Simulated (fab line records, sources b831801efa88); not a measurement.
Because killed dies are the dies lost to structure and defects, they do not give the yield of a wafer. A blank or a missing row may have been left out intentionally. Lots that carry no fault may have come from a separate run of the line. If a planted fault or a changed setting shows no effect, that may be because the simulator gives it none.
Matching of chambers	flow gf180mcu	3 sister chambers for GF_SAB_CVD_00 on pecvd-04
The step deposits SiO2 from TEOS, target thk 50 nm, time 4.9302 s. 18 wafers are shown with their chamber, then 9 later ones without.

## WAFERS WITH THEIR CHAMBER
wafer	chamber	heaterPowerW (W)
L503.1	2	753
L503.5	0	582
L503.6	2	756
L509.3	1	619
L509.4	0	612
L509.6	1	626
L517.2	2	703
L517.4	2	703
L517.5	0	605
L519.3	0	565
L519.5	1	582
L519.6	0	564
L520.3	1	682
L520.5	0	561
L520.6	1	685
L522.1	2	856
L522.4	2	857
L522.5	1	677

SIGNATURES, as means of the wafers listed above
reading	chamber 0	chamber 1	chamber 2	scatter within a chamber
heaterPowerW	581.50	645.17	771.33	48.9
Rule: for a wafer and a chamber, the distance is found by dividing, reading by reading, the gap between the wafer's reading and the chamber's mean by the reading's scatter, squaring, summing and taking the root. If the next closest chamber is less than 2 further off than the closest, the wafer can't be placed; otherwise it belongs to the closest. The scatter: take each reading less its chamber's mean, square it, sum over the shown wafers, divide by the number of wafers less the number of chambers, and take the root.

## WAFERS WITHOUT THEIR CHAMBER
wafer	heaterPowerW (W)
L523.1	796
L523.2	621
L523.6	608
L524.1	575
L524.3	794
L524.6	584
L526.1	579
L526.3	722
L526.5	643

## WHICH CHAMBER EACH ONE RAN IN
wafer	from the rows above	in truth
L523.1	2	2
L523.2	can't be placed: 1 or 0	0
L523.6	can't be placed: 0 or 1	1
L524.1	can't be placed: 0 or 1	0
L524.3	2	2
L524.6	can't be placed: 0 or 1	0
L526.1	can't be placed: 0 or 1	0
L526.3	can't be placed: 2 or 1 or 0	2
L526.5	can't be placed: 1 or 0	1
2 of 9 placed correctly. Cannot be placed on the basis of these rows: 7; the candidates contain the true chamber in 7. Wrongly placed: 0.
